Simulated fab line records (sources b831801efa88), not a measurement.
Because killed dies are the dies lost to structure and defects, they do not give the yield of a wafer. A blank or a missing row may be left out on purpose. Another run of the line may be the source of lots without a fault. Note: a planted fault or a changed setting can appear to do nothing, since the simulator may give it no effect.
The tool behind it: which one? / flow gf180mcu / 12 lots, 36 wafers sampled, at 4 steps of a route of 602

## WHAT EACH GAUGE READ, for each wafer
GF_V5_THK_MEAS_03.
lot=L155; measured=day 26 05:47; on=film metro-03; V5_CVD_02_THK (nm)=1455 1470 1458
lot=L156; measured=day 26 15:57; on=film metro-02; V5_CVD_02_THK (nm)=1435 1448 1456
lot=L158; measured=day 27 08:34; on=film metro-04; V5_CVD_02_THK (nm)=1445 1448 1472
lot=L162; measured=day 28 17:07; on=film metro-03; V5_CVD_02_THK (nm)=1415 1575 1429 1415 1576 1429
lot=L163; measured=day 29 08:28; on=film metro-03; V5_CVD_02_THK (nm)=1436 1587 1464 1436 1586 1464
lot=L169; measured=day 30 15:16; on=film metro-03; V5_CVD_02_THK (nm)=1432 1429 1432
lot=L172; measured=day 31 13:15; on=film metro-04; V5_CVD_02_THK (nm)=1417 1429 1438
lot=L173; measured=day 31 17:04; on=film metro-02; V5_CVD_02_THK (nm)=1469 1467 1464
lot=L175; measured=day 32 05:03; on=film metro-02; V5_CVD_02_THK (nm)=1416 1419 1404
lot=L176; measured=day 32 11:53; on=film metro-02; V5_CVD_02_THK (nm)=1440 1439 1461
lot=L177; measured=day 32 16:52; on=film metro-03; V5_CVD_02_THK (nm)=1428 1433 1462
lot=L178; measured=day 33 06:55; on=film metro-02; V5_CVD_02_THK (nm)=1444 1443 1456

## WHICH TOOL RAN EACH LOT (tool, then ch and the chambers of the sampled wafers, then the start)
lot=L155; GF_MIM_SPUTTER_08=pvd sputter-02, day 24 09:54; GF_MIM_STRIP_20=plasma asher-03 ch 0,1, day 25 07:18; GF_V5_CVD_02=pecvd-02 ch 0,1,2, day 26 05:41
lot=L156; GF_MIM_SPUTTER_08=pvd sputter-04, day 24 20:25; GF_MIM_STRIP_20=plasma asher-03 ch 0,1, day 25 17:50; GF_V5_CVD_02=pecvd-04 ch 1,2, day 26 15:50
lot=L158; GF_MIM_SPUTTER_08=pvd sputter-04, day 25 13:29; GF_MIM_STRIP_20=plasma asher-03 ch 0,1, day 26 10:00; GF_V5_CVD_02=pecvd-01 ch 1,2, day 27 08:28
lot=L162; GF_MIM_SPUTTER_08=pvd sputter-02, day 27 00:17; GF_MIM_STRIP_20=plasma asher-03 ch 0,1, day 27 20:39; GF_V5_CVD_02=pecvd-01 ch 0,1, day 28 17:01
lot=L163; GF_MIM_SPUTTER_08=pvd sputter-02, day 27 15:43; GF_MIM_STRIP_20=plasma asher-03 ch 0,1, day 28 11:43; GF_V5_CVD_02=pecvd-01 ch 0,1, day 29 08:20
lot=L169; GF_MIM_SPUTTER_08=pvd sputter-03, day 29 01:13; GF_MIM_STRIP_20=plasma asher-03 ch 0,1, day 29 19:09; GF_V5_CVD_02=pecvd-04 ch 1,2, day 30 15:10
lot=L172; GF_MIM_SPUTTER_08=pvd sputter-04, day 29 23:29; GF_MIM_STRIP_20=plasma asher-02 ch 0,1, day 30 18:10; GF_V5_CVD_02=pecvd-02 ch 0,2, day 31 13:08
lot=L173; GF_MIM_SPUTTER_08=pvd sputter-03, day 30 03:45; GF_MIM_STRIP_20=plasma asher-02 ch 0,1, day 30 22:05; GF_V5_CVD_02=pecvd-02 ch 1,2, day 31 16:56
lot=L175; GF_MIM_SPUTTER_08=pvd sputter-04, day 30 17:30; GF_MIM_STRIP_20=plasma asher-01 ch 0,1, day 31 10:30; GF_V5_CVD_02=pecvd-02 ch 0,1,2, day 32 04:56
lot=L176; GF_MIM_SPUTTER_08=pvd sputter-02, day 30 22:46; GF_MIM_STRIP_20=plasma asher-02 ch 0,1, day 31 17:06; GF_V5_CVD_02=pecvd-04 ch 0,1, day 32 11:47
lot=L177; GF_MIM_SPUTTER_08=pvd sputter-04, day 31 04:59; GF_MIM_STRIP_20=plasma asher-02 ch 0,1, day 31 22:28; GF_V5_CVD_02=pecvd-01 ch 0,1, day 32 16:45
lot=L178; GF_MIM_SPUTTER_08=pvd sputter-04, day 31 19:48; GF_MIM_STRIP_20=plasma asher-01 ch 0,1, day 32 12:53; GF_V5_CVD_02=pecvd-01 ch 0,1,2, day 33 06:47
- GF_MIM_SPUTTER_08: material AlCu, target thk 200 nm, time 10.6 s.
- GF_MIM_STRIP_20: strips in O2/N2.
- GF_V5_CVD_02: deposits SiO2 from TEOS, target thk 1450 nm, time 163.28 s.

## WHAT THE TOOLS THEMSELVES READ (means of the sampled wafers that have a number; where no wafer has one, the mark that the record gives instead)
GF_MIM_SPUTTER_08.
lot=L155; tool=pvd sputter-02; throttle valve pct (%)=28.1
lot=L156; tool=pvd sputter-04; throttle valve pct (%)=30.2
lot=L158; tool=pvd sputter-04; throttle valve pct (%)=30.2
lot=L162; tool=pvd sputter-02; throttle valve pct (%)=28.3
lot=L163; tool=pvd sputter-02; throttle valve pct (%)=29.2
lot=L169; tool=pvd sputter-03; throttle valve pct (%)=29.1
lot=L172; tool=pvd sputter-04; throttle valve pct (%)=29.7
lot=L173; tool=pvd sputter-03; throttle valve pct (%)=30.4
lot=L175; tool=pvd sputter-04; throttle valve pct (%)=30.2
lot=L176; tool=pvd sputter-02; throttle valve pct (%)=29.0
lot=L177; tool=pvd sputter-04; throttle valve pct (%)=30.2
lot=L178; tool=pvd sputter-04; throttle valve pct (%)=30.4

GF_MIM_STRIP_20.
lot=L155; tool=plasma asher-03; drypump motor current A (A)=6.0; heater power w (W)=335; n2 flow sccm (sccm)=300.3; oes product au (a.u.)=0.691; strip time to endpoint s (s)=11.19
lot=L156; tool=plasma asher-03; drypump motor current A (A)=6.3; heater power w (W)=332; n2 flow sccm (sccm)=299.8; oes product au (a.u.)=0.690; strip time to endpoint s (s)=11.18
lot=L158; tool=plasma asher-03; drypump motor current A (A)=6.2; heater power w (W)=336; n2 flow sccm (sccm)=299.7; oes product au (a.u.)=0.686; strip time to endpoint s (s)=11.22
lot=L162; tool=plasma asher-03; drypump motor current A (A)=6.0; heater power w (W)=336; n2 flow sccm (sccm)=299.7; oes product au (a.u.)=0.692; strip time to endpoint s (s)=11.22
lot=L163; tool=plasma asher-03; drypump motor current A (A)=6.3; heater power w (W)=333; n2 flow sccm (sccm)=300.6; oes product au (a.u.)=0.694; strip time to endpoint s (s)=11.26
lot=L169; tool=plasma asher-03; drypump motor current A (A)=6.0; heater power w (W)=331; n2 flow sccm (sccm)=300.2; oes product au (a.u.)=0.690; strip time to endpoint s (s)=11.21
lot=L172; tool=plasma asher-02; drypump motor current A (A)=5.6; heater power w (W)=364; n2 flow sccm (sccm)=299.3; oes product au (a.u.)=0.689; strip time to endpoint s (s)=11.23
lot=L173; tool=plasma asher-02; drypump motor current A (A)=5.9; heater power w (W)=348; n2 flow sccm (sccm)=301.1; oes product au (a.u.)=0.699; strip time to endpoint s (s)=11.28
lot=L175; tool=plasma asher-01; drypump motor current A (A)=5.9; heater power w (W)=333; n2 flow sccm (sccm)=300.1; oes product au (a.u.)=0.691; strip time to endpoint s (s)=11.25
lot=L176; tool=plasma asher-02; drypump motor current A (A)=5.6; heater power w (W)=365; n2 flow sccm (sccm)=299.3; oes product au (a.u.)=0.696; strip time to endpoint s (s)=11.25
lot=L177; tool=plasma asher-02; drypump motor current A (A)=5.9; heater power w (W)=349; n2 flow sccm (sccm)=299.9; oes product au (a.u.)=0.692; strip time to endpoint s (s)=11.25
lot=L178; tool=plasma asher-01; drypump motor current A (A)=6.0; heater power w (W)=346; n2 flow sccm (sccm)=299.9; oes product au (a.u.)=0.692; strip time to endpoint s (s)=11.16

GF_V5_CVD_02.
lot=L155; tool=pecvd-02; heater power outer w (W)=406; heater power w (W)=665
lot=L156; tool=pecvd-04; heater power outer w (W)=416; heater power w (W)=728
lot=L158; tool=pecvd-01; heater power outer w (W)=302; heater power w (W)=586
lot=L162; tool=pecvd-01; heater power outer w (W)=289; heater power w (W)=536
lot=L163; tool=pecvd-01; heater power outer w (W)=332; heater power w (W)=581
lot=L169; tool=pecvd-04; heater power outer w (W)=353; heater power w (W)=653
lot=L172; tool=pecvd-02; heater power outer w (W)=376; heater power w (W)=644
lot=L173; tool=pecvd-02; heater power outer w (W)=380; heater power w (W)=617
lot=L175; tool=pecvd-02; heater power outer w (W)=406; heater power w (W)=674
lot=L176; tool=pecvd-04; heater power outer w (W)=317; heater power w (W)=597
lot=L177; tool=pecvd-01; heater power outer w (W)=332; heater power w (W)=579
lot=L178; tool=pecvd-01; heater power outer w (W)=343; heater power w (W)=615

## THE ANSWER, worked out from the rows above alone
Rule: usual is defined by the lots themselves. Put in order of their means at a reading, lots are off if they are a third of the lots or fewer, leave a main group of 4 or more, and stand apart from it by a gap of 3 or more times the standard deviation of the main group's means; of several such gaps the widest counts. Not used: any main group whose means are identical at the precision the tables above print for the reading. A lot without any number at a reading at which 4 lots or more have one is off too. All remaining lots with rows at the step are treated as sound. Order of review: gauges by route order, followed by the tools' own readings, for which a lot's mean as printed above is used. At the first step where some lot is off, the reading lying furthest off is the one used; lots without a number count as furthest.
Across all readings shown, no lot is off: no conclusion can be drawn from this.

## WHAT THE SIMULATOR HAD INSERTED
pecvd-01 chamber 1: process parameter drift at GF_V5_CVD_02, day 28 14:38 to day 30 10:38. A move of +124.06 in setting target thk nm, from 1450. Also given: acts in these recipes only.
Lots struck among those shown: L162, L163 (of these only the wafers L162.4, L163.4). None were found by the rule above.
